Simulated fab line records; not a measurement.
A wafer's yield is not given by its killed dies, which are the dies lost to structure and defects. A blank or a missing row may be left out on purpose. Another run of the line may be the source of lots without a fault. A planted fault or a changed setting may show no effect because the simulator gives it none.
Which tool did it? ; flow gf180mcu ; 13 lots, 39 wafers sampled, at 1 step of a route of 602

WHAT EACH GAUGE READ, for each wafer
GF_V4_OVL_MEAS_15. Usual: V4_OVL gives 3 nm (standard deviation 5.8).
lot;measured;on;V4_OVL (nm);flag
L318;day 24 11:13;overlay-02;4 10 4;
L320;day 25 06:49;overlay-02;2 5 -4;
L321;day 25 11:41;overlay-01;3 0 5;
L322;day 25 20:56;overlay-01;9 13 11;
L324;day 26 13:47;overlay-01;3 7 -1;
L325;day 27 00:26;overlay-02;13 10 4;
L326;day 27 06:01;overlay-02;2 2 8;
L328;day 27 20:34;overlay-01;-10 4 -3;
L331;day 28 16:55;overlay-02;0 -2 7;
L336;day 30 02:55;overlay-02;-1 -9 -4;
L338;day 30 11:31;overlay-01;-2 -5 -9;
L339;day 31 00:44;overlay-02;3 15 11;
L341;day 31 07:43;overlay-01;-8 -4 -5;

EACH LOT AND THE TOOL THAT RAN IT (in order: tool; ch and the chambers of the sampled wafers; start)
Before these readings, the record contains no process step.

WHAT THE TOOLS THEMSELVES READ (means of the sampled wafers that have a number; where no wafer has one, the mark that the record gives instead)
The record holds no such reading with a usual standard deviation.

THE ANSWER, worked out from the rows above alone
Rule: take the mean of a lot's wafers that have a number; if it is more than 3 standard deviations from the usual mean, the lot is off. A lot without any number at a reading at which 4 lots or more have one is off too. Where the step has rows for the other lots, those lots are counted as sound. The gauges are gone through in route order, then the tools' own readings, and for those a lot's mean is taken as printed above. The first step at which some lot is off is used, and at that step the reading that is off furthest; a lot without a number counts as furthest.
No lot is off on any of the readings shown, so nothing can be concluded from this.

WHAT THE SIMULATOR HAD PUT IN
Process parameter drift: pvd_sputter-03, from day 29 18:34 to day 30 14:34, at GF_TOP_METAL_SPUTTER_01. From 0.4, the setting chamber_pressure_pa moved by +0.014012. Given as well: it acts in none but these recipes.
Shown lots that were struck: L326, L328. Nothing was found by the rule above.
